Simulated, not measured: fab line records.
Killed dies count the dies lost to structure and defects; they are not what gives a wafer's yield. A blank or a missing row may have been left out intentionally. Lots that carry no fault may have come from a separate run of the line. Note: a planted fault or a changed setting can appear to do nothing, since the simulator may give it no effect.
fab line records | flow sfq_line
[record] lots = 14 wafers = 42 last_day = 81
route steps=325 shown M2@88 M3@130 I5@235 I7@296
lots untouched by any fault: they come from a run of this same line in which no faults occurred
start_h: start of the lot's first displayed wafer, in hours after the record's first day | wait_h: hours elapsed since this lot's preceding step | " as in the row above | L1.1+2: one row covering several wafers at once | - no value, or no start given | * or withheld: withheld | < > ~ a bound
route shown NAME@n: a module of which the file shows steps, and the number in the route of the first | usual: average and standard deviation across the fault-free wafers | same: alike in all rows | chamber/n: place in a boat | sites: the reading at each site | _std_site: standard deviation across them | _edge_site: mean of outer sites minus mean of inner sites | radius_mm: for every site, how far away it sits from the centre of the wafer | mask NAME#n: copy n | behind: tool/chamber where the wafer was last shaped | hold: reason for holding the lot/hours on hold/outcome of the hold | device: whichever transistor did not switch (one of n, p or np) | end of line: at the end of the route, the tests of the same wafers | a step given without rows: its recipe and nothing more | killed: dies that structure and defects cost at the first sort, which is not the same as the wafer's yield | map: a wafer's dies, marking killed ones x, the rest . and places with no die _
set.NAME: the setting as run; set.NAME@STEP: as run at that earlier step | model.NAME: the simulator's own value behind a step, which no gauge read
a sample of lots followed through the steps of the route, with each step as a table and each wafer as a row
services: a tool's chamber out of use, with start hour (start_h, from the record's first day; less than 0 if before it), hours out, and reason
[[steps]]
[step SFQ_TRILAYER_M2_DEP_PRE_CLEAN_056]
[recipe] gas = Ar time_s = 22.5 bias_v = 250
[usual] bias_v = 249.5/2.2 time_s = 22.5/0
// columns lot.wafer tool chamber start_h wait_h bias_v time_s
L539.2 pvd_sputter-03 - 535.37 0.0 246.4 22.5
L539.4 " - " " 252.8 22.5
L539.6 " - " " 248.9 22.5
L540.3 pvd_sputter-05 - 537.75 0.0 249.7 22.5
L540.4 " - " " 250.6 22.5
L540.5 " - " " 247.7 22.5
L541.3 pvd_sputter-04 - 541.35 0.0 249.0 22.5
L541.4 " - " " 254.2 22.5
L541.5 " - " " 250.0 22.5
L543.2 pvd_sputter-05 - 564.10 0.0 246.8 22.5
L543.3 " - " " 252.4 22.5
L543.5 " - " " 247.9 22.5
L544.4 pvd_sputter-05 - 572.61 0.0 252.4 22.5
L544.5 " - " " 248.1 22.5
L544.6 " - " " 250.2 22.5
L545.3 pvd_sputter-04 - 576.21 0.0 247.5 22.5
L545.4 " - " " 246.7 22.5
L545.5 " - " " 246.9 22.5
L546.1 pvd_sputter-05 - 582.21 0.0 247.8 22.5
L546.3 " - " " 249.2 22.5
L546.6 " - " " 255.7 22.5
L548.1 pvd_sputter-05 - 588.68 0.0 247.8 22.5
L548.3 " - " " 246.6 22.5
L548.5 " - " " 249.3 22.5
L550.1 pvd_sputter-03 - 593.48 0.0 252.1 22.5
L550.4 " - " " 247.7 22.5
L550.5 " - " " 251.0 22.5
L557.1 pvd_sputter-05 - 607.90 0.0 250.2 22.5
L557.3 " - " " 253.0 22.5
L557.5 " - " " 248.8 22.5
L559.2 pvd_sputter-03 - 610.30 0.0 - -
L559.4 " - " " - -
L559.5 " - " " - -
L560.1 pvd_sputter-05 - 611.48 0.0 - -
L560.2 " - " " - -
L560.3 " - " " - -
L561.1 pvd_sputter-04 - 612.70 0.0 247.4 22.5
L561.4 " - " " 252.7 22.5
L561.5 " - " " 251.4 22.5
L562.2 pvd_sputter-05 - 613.88 0.0 251.7 22.5
L562.4 " - " " 253.2 22.5
L562.5 " - " " 247.6 22.5
[step SFQ_TRILAYER_M3_ETCH_METAL_ETCH_078]
[recipe] target = Nb stop_on = SiO2 mask_material = PR chemistry = Cl2/Ar target_depth_nm = 240 icp_w = 600 bias_w = 80 pressure_mtorr = 10 time_s = 120
[usual] drypump_motor_current_A = 5.9/0.48 oes_product_au = 0.891/0.0073
// columns lot.wafer tool chamber start_h wait_h drypump_motor_current_A oes_product_au rf_hours_counter_h
L539.2 rie_metal-03 0 689.14 0.0 5.6 0.880 120
L539.4 " 1 " " 6.3 0.883 -
L539.6 " 1 " " 6.3 0.890 -
L540.3 rie_metal-01 1 690.36 0.1 5.8 0.902 -
L540.4 " 0 " " 5.8 0.889 -
L540.5 " 1 " " 5.7 0.891 -
L541.3 rie_metal-02 0 692.70 0.1 6.5 0.888 -
L541.4 " 1 " " 5.2 0.896 -
L541.5 " 1 " " 5.2 0.882 -
L543.2 rie_metal-01 0 715.96 0.0 5.8 0.893 124
L543.3 " 1 " " 5.7 0.892 -
L543.5 " 1 " " 5.7 0.895 -
L544.4 rie_metal-02 1 728.60 0.1 5.2 0.896 -
L544.5 " 0 " " 6.5 0.897 -
L544.6 " 1 " " 5.2 0.893 -
L545.3 rie_metal-02 1 733.40 0.1 5.2 0.888 -
L545.4 " 0 " " 6.5 0.889 -
L545.5 " 0 " " 6.5 0.889 -
L546.1 rie_metal-03 0 783.07 0.0 5.6 0.886 134
L546.3 " 0 " " 5.6 0.885 -
L546.6 " 0 " " 5.5 0.880 -
L548.1 rie_metal-02 1 908.67 0.0 5.2 0.890 127
L548.3 " 0 " " 6.5 0.903 -
L548.5 " 1 " " 5.2 0.892 -
L550.1 rie_metal-02 1 915.42 0.0 5.2 0.889 128
L550.4 " 0 " " 6.5 0.886 -
L550.5 " 0 " " 6.5 0.894 -
L557.1 rie_metal-02 1 1052.35 0.0 5.2 0.895 147
L557.3 " 0 " " 6.5 0.887 -
L557.5 " 1 " " 5.2 0.889 -
L559.2 rie_metal-02 0 1054.75 0.0 6.5 0.891 94
L559.4 " 0 " " 6.5 0.897 -
L559.5 " 1 " " 5.2 0.883 -
L560.1 rie_metal-01 1 1057.15 0.0 5.7 0.884 41
L560.2 " 0 " " 5.8 0.891 12
L560.3 " 1 " " 5.7 0.897 -
L561.1 rie_metal-03 0 1059.55 0.0 5.6 0.887 24
L561.4 " 0 " " 5.5 0.898 -
L561.5 " 1 " " 6.3 0.897 -
L562.2 rie_metal-03 1 1061.95 0.0 6.3 0.878 149
L562.4 " 0 " " 5.6 0.880 -
L562.5 " 1 " " 6.3 0.872 -
[step SFQ_I5_OVL_MEAS_936]
[usual] I5_OVL = 1/5.6
// columns lot.wafer tool chamber start_h wait_h I5_OVL[nm]
L539.2 overlay-02 - 1232.85 0.1 3
L539.4 " - " " 11
L539.6 " - " " 9
L540.3 overlay-01 - 1236.46 0.1 5
L540.4 " - " " 8
L540.5 " - " " 1
L541.3 overlay-02 - 1237.66 0.1 -4
L541.4 " - " " 1
L541.5 " - " " -2
L543.2 overlay-02 - 1242.45 0.1 3
L543.3 " - " " -3
L543.5 " - " " -5
L544.4 overlay-01 - 1244.86 0.1 -9
L544.5 " - " " -4
L544.6 " - " " -8
L545.3 overlay-01 - 1249.66 0.1 2
L545.4 " - " " 8
L545.5 " - " " 7
L546.1 overlay-01 - 1253.24 0.1 4
L546.3 " - " " 8
L546.6 " - " " 0
L548.1 overlay-02 - 1265.50 0.1 5
L548.3 " - " " 3
L548.5 " - " " 5
L550.1 overlay-02 - 1300.30 0.1 -3
L550.4 " - " " 3
L550.5 " - " " 0
L557.1 overlay-01 - 1634.72 0.1 -2
L557.3 " - " " -4
L557.5 " - " " -1
L559.2 overlay-01 - 1637.12 0.1 7
L559.4 " - " " 8
L559.5 " - " " 15
L560.1 overlay-01 - 1639.52 0.1 -3
L560.2 " - " " -8
L560.3 " - " " -8
L561.1 overlay-01 - 1640.72 0.1 -6
L561.4 " - " " -2
L561.5 " - " " -1
L562.2 overlay-02 - 1645.62 0.1 4
L562.4 " - " " -2
L562.5 " - " " -4
[step SFQ_TRILAYER_I7_DEP_PECVD_183]
[recipe] material = SiO2 temp_c = 150 time_s = 111.11 pressure_torr = 2.4 rf_w = 183.3 precursor = SiH4/N2O target_thk_nm = 500
[usual] heater_power_w = 83/9.9 throttle_valve_pct = 25.0/1.4
// columns lot.wafer tool chamber start_h wait_h heater_power_w throttle_valve_pct
L539.2 pecvd-02 1 1392.68 0.0 89 23.8
L539.4 " 0 " " 90 25.5
L539.6 " 2 " " 72 24.9
L540.3 pecvd-02 2 1482.07 0.0 72 25.3
L540.4 " 0 " " 88 26.1
L540.5 " 2 " " 69 25.4
L541.3 pecvd-02 1 1485.49 0.0 90 23.7
L541.4 " 1 " " 77 24.2
L541.5 " 0 " " 86 25.9
L543.2 pecvd-01 1 1579.23 0.0 83 25.1
L543.3 " 1 " " 86 25.2
L543.5 " 1 " " 89 25.5
L544.4 pecvd-01 1 1586.46 0.0 75 25.1
L544.5 " 1 " " 80 25.0
L544.6 " 2 " " 87 26.9
L545.3 pecvd-02 1 1599.74 0.0 76 24.0
L545.4 " 0 " " 77 26.9
L545.5 " 2 " " 58 25.6
L546.1 pecvd-04 1 1606.94 0.0 76 24.7
L546.3 " 2 " " 93 22.6
L546.6 " 1 " " 79 24.5
L548.1 pecvd-04 1 1621.19 0.0 72 24.3
L548.3 " 0 " " 95 23.4
L548.5 " 0 " " 98 23.6
L550.1 pecvd-02 0 1623.59 0.0 82 27.0
L550.4 " 1 " " 88 24.3
L550.5 " 2 " " 68 25.5
L557.1 pecvd-02 1 1774.54 0.0 89 24.8
L557.3 " 0 " " 88 27.8
L557.5 " 1 " " 91 24.8
L559.2 pecvd-01 1 1776.94 0.0 91 22.5
L559.4 " 2 " " 84 23.6
L559.5 " 2 " " 73 24.2
L560.1 pecvd-02 2 1779.34 0.0 70 26.4
L560.2 " 0 " " 92 27.8
L560.3 " 1 " " 87 24.5
L561.1 pecvd-04 1 1781.74 0.0 75 24.9
L561.4 " 2 " " 91 23.1
L561.5 " 1 " " 76 25.1
L562.2 pecvd-02 2 1784.14 0.0 68 25.8
L562.4 " 2 " " 72 25.9
L562.5 " 1 " " 87 24.6
[[services]]
// columns tool chamber start_h hours kind
pvd_sputter-05 - 547.27 9.0 repair
pecvd-02 1 728.69 7.8 repair
pecvd-02 - 750.16 0.5 repair
pvd_sputter-05 - 785.78 5.2 repair
pvd_sputter-05 - 908.62 4.8 repair
pecvd-02 - 919.78 0.7 repair
pecvd-02 - 933.25 14.0 pm
pecvd-02 - 983.64 0.3 repair
pecvd-02 - 1019.43 6.0 pm
pecvd-02 - 1056.43 2.8 pm
pvd_sputter-05 - 1104.82 2.1 repair
pvd_sputter-05 - 1153.45 1.3 repair
pvd_sputter-05 - 1168.23 1.8 repair
pvd_sputter-05 - 1175.74 4.1 repair
pecvd-02 1 1223.22 8.5 repair
pvd_sputter-05 - 1227.69 2.8 repair
pvd_sputter-05 - 1444.58 2.4 repair
pecvd-02 2 1455.78 1.8 repair
pvd_sputter-05 - 1531.87 4.8 repair
pecvd-02 - 1538.73 1.4 repair
pecvd-02 - 1663.27 0.8 pm
pvd_sputter-05 - 1698.37 6.6 repair
pvd_sputter-05 - 1723.57 3.5 repair
pecvd-02 - 1752.51 0.2 repair
[[key]]
[first_sign] step = SFQ_TRILAYER_M2_DEP_PRE_CLEAN_056 reading = tool_record direction = missing
effect none on later readings
met_at SFQ_TRILAYER_M2_DEP_PRE_CLEAN_056
struck_lots L559,L560
not_acting_at SFQ_TRILAYER_M3_ETCH_METAL_ETCH_078,SFQ_I5_OVL_MEAS_936,SFQ_TRILAYER_I7_DEP_PECVD_183
onset_between 607.90 610.30
[fault] kind = skipped_step_whole tool = pvd_sputter-03,pvd_sputter-05 chamber = - onset_h = 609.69 steps = SFQ_TRILAYER_M2_DEP_PRE_CLEAN_056 scope = struck_lots_only
